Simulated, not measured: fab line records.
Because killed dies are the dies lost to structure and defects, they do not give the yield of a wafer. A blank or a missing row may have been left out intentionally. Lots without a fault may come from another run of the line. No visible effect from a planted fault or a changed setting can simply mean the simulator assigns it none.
A lot that was struck, set against a sound lot ; flow sky130 ; 30 out of 708 route steps
Sound: wafers L885.1, L885.4, L885.6. The struck wafers were L891.2, L891.3, L891.4. The cause is given at the end.
Order at every step that has rows: each side's tool, ch and its chambers, its first start. Under that, the readings that differ: sound wafers ; struck wafers ; difference of the means ; sigmas: that difference in standard deviations of wafers without a fault.
alike: a reading whose means differ by less than 2 such deviations, as well as words and numbers matching on both sides. not compared: withheld readings; readings where some wafer has no value; bounds like >300 that might hide an equal value; numbers whose values overlap and for which the record gives no deviation.
The two part at a step that has a row with sigmas, a row that says differs or no value, or rows on one side only. Numbers that don't overlap but have no deviation are shown without sigmas and don't part them. Lack of a reading on every wafer of one side parts them only where that side has two or more wafers.

first, 6 steps without rows for these wafers: SKY_SONOS_ONO_HMDS_07 (prime time 60 s); SKY_SONOS_ONO_COAT_08 (resist thk 1140 nm); SKY_SONOS_ONO_SOFTBAKE_09 (time 60 s); SKY_SONOS_ONO_EXPOSE_10 (exposes mask ONOM, target cd 410 nm); SKY_SONOS_ONO_PEB_11; SKY_SONOS_ONO_DEVELOP_12 (develop time 60 s).
SKY_SONOS_ONO_CD_MEAS_13: target cd 410 nm.
  sound on cd-sem-01 at day 13 14:01; struck on cd-sem-02 at day 15 14:56
  alike: cd-nm
SKY_SONOS_ONO_OVL_MEAS_14:
  sound on overlay-01 at day 13 14:08; struck on overlay-02 at day 15 15:02
  alike: SONOS_ONO_OVL
SKY_SONOS_ONO_ETCH_15: etches the open film in CHF3/O2, target depth 19.52 nm, time 7.8 s.
  sound on rie-diel-03 ch 1,3, day 13 14:10; struck on rie-diel-03 ch 1,2,3, day 15 15:04
  alike: drypump-motor-current-A, oes-product-au, throttle-valve-pct
  not compared: rf-hours-counter-h
then, 1 step without rows for these wafers: SKY_SONOS_ONO_WET_ETCH_16 (etches SiO2 in dHF, target depth 14 nm, time 280 s).
SKY_SONOS_ONO_STRIP_17: strips in O2/N2.
  sound on plasma-asher-01 ch 1, day 13 14:17; struck on plasma-asher-01 ch 0,1, day 15 15:10
  alike: drypump-motor-current-A, oes-product-au, strip-time-to-endpoint-s
  not compared: rf-hours-counter-h
then, 1 step without rows for these wafers: SKY_SONOS_ONO_WET_ETCH_18 (etches Si3N4 in H3PO4, target depth 15 nm, time 172 s).
SKY_GATE_OXIDE_CLEAN_00: cleans in SC1/SC2, time 150 s.
  sound on wet-bench-02 ch 3, day 13 14:26; struck on wet-bench-04 ch 0, day 15 15:19
reading;sound;struck;difference;sigmas
run-length-s (s);182 182 182;96 96 96;-86;-23
model.SiO2_of_SONOS_ONO_CVD_04.thk-nm (nm);4.999 5.059 5.05;5.345 5.335 5.346;+0.306;
  alike: temp-c
then, 1 step without rows for these wafers: SKY_GATE_OXIDE_OXIDATION_01 (stabilise 600 s, purge 300 s, target thk 10.268 nm).
SKY_GATE_OXIDE_THK_MEAS_02:
  sound on film-metro-02 at day 13 22:23; struck on film-metro-02 at day 15 20:30
  alike: GATE_OXIDE_OXIDATION_00_THK
then, 7 steps without rows for these wafers: SKY_GATE_OXIDE_DEHYDRATE_03 (time 60 s); SKY_GATE_OXIDE_HMDS_04 (prime time 60 s); SKY_GATE_OXIDE_COAT_05 (resist thk 1140 nm); SKY_GATE_OXIDE_SOFTBAKE_06 (time 60 s); SKY_GATE_OXIDE_EXPOSE_07 (exposes mask LVOM, target cd 600 nm); SKY_GATE_OXIDE_PEB_08; SKY_GATE_OXIDE_DEVELOP_09 (develop time 60 s).
SKY_GATE_OXIDE_OVL_MEAS_10:
  sound on overlay-01 at day 14 23:04; struck on overlay-02 at day 16 23:43
  alike: GATE_OXIDE_OVL
then, 2 steps without rows for these wafers: SKY_GATE_OXIDE_IMPLANT_11; SKY_GATE_OXIDE_WET_ETCH_12 (etches SiO2 in dHF, target depth 16.8 nm, time 336 s).
SKY_GATE_OXIDE_STRIP_13: strips in O2/N2.
  sound on plasma-asher-03 ch 0,1, day 14 23:22; struck on plasma-asher-03 ch 0,1, day 17 00:00
reading;sound;struck;difference;sigmas
strip-time-to-endpoint-s (s);14.12 14.12 14.16;14.21 14.26 14.22;+0.10;+2
  alike: drypump-motor-current-A, oes-product-au
  not compared: rf-hours-counter-h
SKY_GATE_OXIDE_TW_MEAS_14:
  sound on film-metro-01 at day 14 23:28; struck on film-metro-02 at day 17 00:07
  alike: GATE_OXIDE_TW
SKY_GATE_OXIDE_CLEAN_15: cleans in SC1/SC2, time 150 s.
  sound on wet-bench-01 ch 0, day 14 23:32; struck on wet-bench-01 ch 1, day 17 00:10
reading;sound;struck;difference;sigmas
model.SiO2_of_SONOS_ONO_CVD_04.thk-nm (nm);4.323 4.382 4.374;4.667 4.655 4.671;+0.305;
  alike: run-length-s, temp-c
then, 1 step without rows for these wafers: SKY_GATE_OXIDE_OXIDATION_16 (stabilise 600 s, purge 300 s, target thk 3.57 nm).
-- the record jumps here: 31 days lie between the struck wafers' starts before and after (it left off in module GATE_OXIDE and takes up again in module PAD_OPEN, whose first step shown is number 708 of the route) --
SKY_PAD_OPEN_PROBE_99:
  sound on prober-02 at day 47 01:57; struck on prober-01 at day 48 04:29
reading;sound;struck;difference;sigmas
model.etest.cap-thick-oxide.gate-bv-v (V);15.43 15.04 15.47;14.88 15.02 14.74;-0.43;
model.etest.cap-ono.gate-log10-a-cm2;-8.191 -8.24 -8.224;-8.47 -8.542 -8.508;-0.29;
model.etest.cap-ono.tox-acc-nm (nm);13.07 13.16 13.1;13.32 13.35 13.35;+0.23;
model.etest.sonos-programmed.vt-v (V);1.356 1.354 1.295;1.227 1.191 1.232;-0.118;
model.etest.sonos-erased.vt-v (V);-2.217 -2.236 -2.171;-2.148 -2.06 -2.086;+0.110;
model.etest.sonos-baked.vt-v (V);0.8881 0.8662 0.8696;0.7681 0.8305 0.8156;-0.0699;
  alike: killed_at_M0_to_M3, killed_at_M4_up, killed-at-contacts, killed-at-front-end, killed-at-other, killed-dies, killed-open, killed-short
  not compared: model.etest.sonos-baked.vt-less-v

WHERE THEY PART
At SKY_GATE_OXIDE_CLEAN_00 first; at SKY_GATE_OXIDE_STRIP_13 last (within this record only). Later steps at which nothing parts them and some readings are alike: SKY_GATE_OXIDE_TW_MEAS_14, SKY_GATE_OXIDE_CLEAN_15, SKY_PAD_OPEN_PROBE_99.

WHY: whatever the simulator had introduced
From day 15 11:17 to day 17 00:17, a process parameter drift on wet-bench-04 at SKY_GATE_OXIDE_CLEAN_00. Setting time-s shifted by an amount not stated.
